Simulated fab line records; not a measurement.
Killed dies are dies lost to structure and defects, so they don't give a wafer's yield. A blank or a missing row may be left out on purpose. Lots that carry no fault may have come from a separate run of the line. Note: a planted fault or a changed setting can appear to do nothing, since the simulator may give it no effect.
Which tool is to blame? :: flow sky130 :: 10 lots, 30 wafers sampled, at 7 steps of a route of 708

## WHAT THE GAUGES SHOWED, per wafer
SKY_SD_P_TW_MEAS_11. Usual: SD_P_TW 2822, standard deviation 15.
lot: L442
measured: day 28 08:27
on: film-metro-01
SD_P_TW: 2832 2817 2826
flag: 

lot: L443
measured: day 28 09:30
on: film-metro-03
SD_P_TW: 2955 2949 2971 2971 2968 2954
flag: OFF

lot: L444
measured: day 28 21:21
on: film-metro-01
SD_P_TW: 2806 2808 2810
flag: 

lot: L446
measured: day 29 01:13
on: film-metro-01
SD_P_TW: 2817 2802 2806
flag: 

lot: L445
measured: day 29 02:25
on: film-metro-03
SD_P_TW: 2968 2964 2963 2965 2964 2971
flag: OFF

lot: L447
measured: day 29 05:58
on: film-metro-01
SD_P_TW: 2927 2935 2936 2937 2937 2934
flag: OFF

lot: L448
measured: day 29 06:16
on: film-metro-02
SD_P_TW: 2817 2820 2824
flag: 

lot: L455
measured: day 32 02:36
on: film-metro-02
SD_P_TW: 2806 2816 2820
flag: 

lot: L460
measured: day 32 22:04
on: film-metro-03
SD_P_TW: 2848 2828 2860
flag: 

lot: L459
measured: day 33 02:04
on: film-metro-01
SD_P_TW: 2819 2821 2817
flag: 

SKY_SD_N_OVL_MEAS_08. Usual: SD_N_OVL -0.1 nm, standard deviation 1.5.
lot: L442
measured: day 30 15:16
on: overlay-01
SD_N_OVL (nm): -0.8 0.3 0.5
flag: 

lot: L443
measured: day 30 17:44
on: overlay-02
SD_N_OVL (nm): 0.1 1.1 -0.4
flag: 

lot: L444
measured: day 31 03:48
on: overlay-02
SD_N_OVL (nm): 0.1 -0.7 -0.8
flag: 

lot: L446
measured: day 31 08:31
on: overlay-02
SD_N_OVL (nm): -2.1 -0.3 -0.8
flag: 

lot: L445
measured: day 31 09:38
on: overlay-01
SD_N_OVL (nm): -0.8 -1.1 -0.3
flag: 

lot: L447
measured: day 31 13:46
on: overlay-02
SD_N_OVL (nm): -0.3 0.5 0.0
flag: 

lot: L448
measured: day 31 13:54
on: overlay-01
SD_N_OVL (nm): -1.2 -0.4 -0.3
flag: 

lot: L455
measured: day 34 08:30
on: overlay-01
SD_N_OVL (nm): 0.4 -1.6 -0.8
flag: 

lot: L460
measured: day 35 02:55
on: overlay-02
SD_N_OVL (nm): -0.4 0.3 -0.9
flag: 

lot: L459
measured: day 35 07:11
on: overlay-02
SD_N_OVL (nm): -1.3 1.5 -0.5
flag: 

SKY_SD_N_RS_MEAS_17: measurement is done with a four-point probe. Usual: SD_P_RS 147.1 ohm/sq, standard deviation 0.37.
lot: L442
measured: day 30 16:07
on: film-metro-03
SD_P_RS (ohm/sq): 147.5 146.9 146.9
flag: 

lot: L443
measured: day 30 18:34
on: film-metro-01
SD_P_RS (ohm/sq): 143.2 143.2 143.9 142.7 143.3 143.6
flag: OFF

lot: L444
measured: day 31 04:39
on: film-metro-01
SD_P_RS (ohm/sq): 147.7 147.8 147.9
flag: 

lot: L446
measured: day 31 09:23
on: film-metro-03
SD_P_RS (ohm/sq): 146.6 146.9 146.7
flag: 

lot: L445
measured: day 31 10:29
on: film-metro-02
SD_P_RS (ohm/sq): 143.3 143.3 143.8 143.5 143.7 143.8
flag: OFF

lot: L447
measured: day 31 14:36
on: film-metro-03
SD_P_RS (ohm/sq): 143.5 143.8 143.6 143.5 143.4 143.4
flag: OFF

lot: L448
measured: day 31 14:45
on: film-metro-01
SD_P_RS (ohm/sq): 147.2 147.6 147.0
flag: 

lot: L455
measured: day 34 09:21
on: film-metro-01
SD_P_RS (ohm/sq): 146.5 147.5 146.7
flag: 

lot: L460
measured: day 35 03:47
on: film-metro-02
SD_P_RS (ohm/sq): 146.9 147.4 146.8
flag: 

lot: L459
measured: day 35 08:04
on: film-metro-01
SD_P_RS (ohm/sq): 146.6 147.0 146.9
flag: 

SKY_LI_CONTACT_THK_MEAS_01. Usual: LI_CONTACT_HDPCVD_THK 937 nm, standard deviation 12.
lot: L442
measured: day 30 16:31
on: film-metro-01
LI_CONTACT_HDPCVD_THK (nm): 926 938 942
flag: 

lot: L443
measured: day 30 22:19
on: film-metro-02
LI_CONTACT_HDPCVD_THK (nm): 932 919 934
flag: 

lot: L444
measured: day 31 05:01
on: film-metro-01
LI_CONTACT_HDPCVD_THK (nm): 925 930 933
flag: 

lot: L446
measured: day 31 09:44
on: film-metro-01
LI_CONTACT_HDPCVD_THK (nm): 936 933 922
flag: 

lot: L445
measured: day 31 12:50
on: film-metro-03
LI_CONTACT_HDPCVD_THK (nm): 960 958 954
flag: 

lot: L447
measured: day 31 18:46
on: film-metro-01
LI_CONTACT_HDPCVD_THK (nm): 943 944 936
flag: 

lot: L448
measured: day 31 15:07
on: film-metro-03
LI_CONTACT_HDPCVD_THK (nm): 935 927 923
flag: 

lot: L455
measured: day 34 09:43
on: film-metro-02
LI_CONTACT_HDPCVD_THK (nm): 936 931 942
flag: 

lot: L460
measured: day 35 04:08
on: film-metro-01
LI_CONTACT_HDPCVD_THK (nm): 924 931 939
flag: 

lot: L459
measured: day 35 08:24
on: film-metro-03
LI_CONTACT_HDPCVD_THK (nm): 921 918 914
flag: 

## WHICH TOOL RAN EACH LOT (tool, then ch and the chambers of the sampled wafers, then the start)
lot: L442
SKY_LDD_HVP_STRIP_09: plasma-asher-03 ch 0,1, day 24 15:08
SKY_SD_P_IMPLANT_09: implanter-04 ch 0, day 28 08:12
SKY_SD_P_STRIP_10: plasma-asher-04 ch 0, day 28 08:21

lot: L443
SKY_LDD_HVP_STRIP_09: plasma-asher-03 ch 0,1, day 24 16:02
SKY_SD_P_IMPLANT_09: implanter-04 ch 0, day 28 09:15
SKY_SD_P_STRIP_10: plasma-asher-03 ch 0,1, day 28 09:24

lot: L444
SKY_LDD_HVP_STRIP_09: plasma-asher-04 ch 0,1, day 25 04:35
SKY_SD_P_IMPLANT_09: implanter-02 ch 0, day 28 21:06
SKY_SD_P_STRIP_10: plasma-asher-03 ch 0,1, day 28 21:15

lot: L446
SKY_LDD_HVP_STRIP_09: plasma-asher-01 ch 0,1, day 25 08:32
SKY_SD_P_IMPLANT_09: implanter-03 ch 0, day 29 00:58
SKY_SD_P_STRIP_10: plasma-asher-03 ch 0,1, day 29 01:06

lot: L445
SKY_LDD_HVP_STRIP_09: plasma-asher-04 ch 0,1, day 25 11:22
SKY_SD_P_IMPLANT_09: implanter-04 ch 0, day 29 02:11
SKY_SD_P_STRIP_10: plasma-asher-02 ch 0,1, day 29 02:19

lot: L447
SKY_LDD_HVP_STRIP_09: plasma-asher-01 ch 0,1, day 25 11:40
SKY_SD_P_IMPLANT_09: implanter-04 ch 0, day 29 05:43
SKY_SD_P_STRIP_10: plasma-asher-03 ch 0,1, day 29 05:52

lot: L448
SKY_LDD_HVP_STRIP_09: plasma-asher-04 ch 0,1, day 25 12:53
SKY_SD_P_IMPLANT_09: implanter-03 ch 0, day 29 06:01
SKY_SD_P_STRIP_10: plasma-asher-04 ch 0,1, day 29 06:10

lot: L455
SKY_LDD_HVP_STRIP_09: plasma-asher-04 ch 0,1, day 28 13:32
SKY_SD_P_IMPLANT_09: implanter-04 ch 0, day 32 02:21
SKY_SD_P_STRIP_10: plasma-asher-02 ch 0,1, day 32 02:30

lot: L460
SKY_LDD_HVP_STRIP_09: plasma-asher-01 ch 0,1, day 29 10:10
SKY_SD_P_IMPLANT_09: implanter-02 ch 0, day 32 21:50
SKY_SD_P_STRIP_10: plasma-asher-02 ch 0,1, day 32 21:58

lot: L459
SKY_LDD_HVP_STRIP_09: plasma-asher-04 ch 0,1, day 29 13:01
SKY_SD_P_IMPLANT_09: implanter-04 ch 0, day 33 01:51
SKY_SD_P_STRIP_10: plasma-asher-04 ch 0,1, day 33 01:59
- SKY_LDD_HVP_STRIP_09: strips in O2/N2.
- SKY_SD_P_IMPLANT_09
- SKY_SD_P_STRIP_10: strips in O2/N2.

## AS READ BY THE TOOLS THEMSELVES (means over the sampled wafers that have a number; for cases with no such wafer, the mark the record gives instead)
SKY_LDD_HVP_STRIP_09. Usual: drypump-motor-current-A 5.7 A, standard deviation 0.3; oes-product-au 0.408 a.u., standard deviation 0.0042; strip-time-to-endpoint-s 4.127 s, standard deviation 0.015.
lot: L442
tool: plasma-asher-03
drypump-motor-current-A (A): 6.0
oes-product-au (a.u.): 0.408
strip-time-to-endpoint-s (s): 4.128
flag: 

lot: L443
tool: plasma-asher-03
drypump-motor-current-A (A): 6.1
oes-product-au (a.u.): 0.408
strip-time-to-endpoint-s (s): 4.115
flag: 

lot: L444
tool: plasma-asher-04
drypump-motor-current-A (A): 5.8
oes-product-au (a.u.): 0.408
strip-time-to-endpoint-s (s): 4.134
flag: 

lot: L446
tool: plasma-asher-01
drypump-motor-current-A (A): 5.4
oes-product-au (a.u.): 0.409
strip-time-to-endpoint-s (s): 4.119
flag: 

lot: L445
tool: plasma-asher-04
drypump-motor-current-A (A): 5.8
oes-product-au (a.u.): 0.409
strip-time-to-endpoint-s (s): 4.157
flag: 

lot: L447
tool: plasma-asher-01
drypump-motor-current-A (A): 5.4
oes-product-au (a.u.): 0.412
strip-time-to-endpoint-s (s): 4.126
flag: 

lot: L448
tool: plasma-asher-04
drypump-motor-current-A (A): 5.8
oes-product-au (a.u.): 0.407
strip-time-to-endpoint-s (s): 4.126
flag: 

lot: L455
tool: plasma-asher-04
drypump-motor-current-A (A): 5.7
oes-product-au (a.u.): 0.412
strip-time-to-endpoint-s (s): 4.131
flag: 

lot: L460
tool: plasma-asher-01
drypump-motor-current-A (A): 5.4
oes-product-au (a.u.): 0.407
strip-time-to-endpoint-s (s): 4.125
flag: 

lot: L459
tool: plasma-asher-04
drypump-motor-current-A (A): 5.8
oes-product-au (a.u.): 0.407
strip-time-to-endpoint-s (s): 4.119
flag: 

SKY_SD_P_IMPLANT_09. Usual: beam-on-s 14.9 s, standard deviation 0.75; dose-ions-cm2 3e+15, standard deviation 3.2e+12.
lot: L442
tool: implanter-04
beam-on-s (s): 14.4
dose-ions-cm2: 3e+15
flag: 

lot: L443
tool: implanter-04
beam-on-s (s): 18.9
dose-ions-cm2: 4e+15
flag: OFF

lot: L444
tool: implanter-02
beam-on-s (s): 14.1
dose-ions-cm2: 3e+15
flag: 

lot: L446
tool: implanter-03
beam-on-s (s): 16.1
dose-ions-cm2: 3e+15
flag: 

lot: L445
tool: implanter-04
beam-on-s (s): 18.8
dose-ions-cm2: 4e+15
flag: OFF

lot: L447
tool: implanter-04
beam-on-s (s): 18.5
dose-ions-cm2: 4e+15
flag: OFF

lot: L448
tool: implanter-03
beam-on-s (s): 15.7
dose-ions-cm2: 3e+15
flag: 

lot: L455
tool: implanter-04
beam-on-s (s): 14.2
dose-ions-cm2: 3e+15
flag: 

lot: L460
tool: implanter-02
beam-on-s (s): 14.3
dose-ions-cm2: 3e+15
flag: 

lot: L459
tool: implanter-04
beam-on-s (s): 14.2
dose-ions-cm2: 3e+15
flag: 

SKY_SD_P_STRIP_10. Usual: drypump-motor-current-A 5.7 A, standard deviation 0.5; oes-product-au 0.617 a.u., standard deviation 0.0049; strip-time-to-endpoint-s 17.48 s, standard deviation 0.047.
lot: L442
tool: plasma-asher-04
drypump-motor-current-A (A): 5.8
oes-product-au (a.u.): 0.613
strip-time-to-endpoint-s (s): 17.48
flag: 

lot: L443
tool: plasma-asher-03
drypump-motor-current-A (A): 6.1
oes-product-au (a.u.): 0.600
strip-time-to-endpoint-s (s): 18.00
flag: OFF

lot: L444
tool: plasma-asher-03
drypump-motor-current-A (A): 6.1
oes-product-au (a.u.): 0.614
strip-time-to-endpoint-s (s): 17.50
flag: 

lot: L446
tool: plasma-asher-03
drypump-motor-current-A (A): 6.1
oes-product-au (a.u.): 0.620
strip-time-to-endpoint-s (s): 17.45
flag: 

lot: L445
tool: plasma-asher-02
drypump-motor-current-A (A): 5.7
oes-product-au (a.u.): 0.607
strip-time-to-endpoint-s (s): 17.92
flag: OFF

lot: L447
tool: plasma-asher-03
drypump-motor-current-A (A): 6.1
oes-product-au (a.u.): 0.608
strip-time-to-endpoint-s (s): 17.96
flag: OFF

lot: L448
tool: plasma-asher-04
drypump-motor-current-A (A): 5.8
oes-product-au (a.u.): 0.614
strip-time-to-endpoint-s (s): 17.51
flag: 

lot: L455
tool: plasma-asher-02
drypump-motor-current-A (A): 5.7
oes-product-au (a.u.): 0.620
strip-time-to-endpoint-s (s): 17.48
flag: 

lot: L460
tool: plasma-asher-02
drypump-motor-current-A (A): 5.7
oes-product-au (a.u.): 0.615
strip-time-to-endpoint-s (s): 17.53
flag: 

lot: L459
tool: plasma-asher-04
drypump-motor-current-A (A): 5.8
oes-product-au (a.u.): 0.614
strip-time-to-endpoint-s (s): 17.42
flag: 

## THE ANSWER, worked out from the rows above alone
Rule: a lot is off if the mean of its wafers that have a number lies more than 3 standard deviations from the usual mean. Also off: a lot with no number at a reading for which 4 or more lots have one. All remaining lots with rows at the step are treated as sound. First the gauges in route order, then the tools' own readings, where a lot's mean is used as printed above. At the first step where some lot is off, the reading lying furthest off is the one used; lots without a number count as furthest.
Off: at SKY_SD_P_TW_MEAS_11 (SD_P_TW), L443, L445, L447.
A tool fits if, at a process step before that reading, it ran every lot that is off, and no sound lot after the first of them. Not tried: the gauges at SKY_SD_P_TW_MEAS_11; whatever is off there is also off at SKY_SD_P_IMPLANT_09, on other tools, and gauge error can't account for it. None of those tried fits.

## WHAT HAD BEEN PUT IN BY THE SIMULATOR
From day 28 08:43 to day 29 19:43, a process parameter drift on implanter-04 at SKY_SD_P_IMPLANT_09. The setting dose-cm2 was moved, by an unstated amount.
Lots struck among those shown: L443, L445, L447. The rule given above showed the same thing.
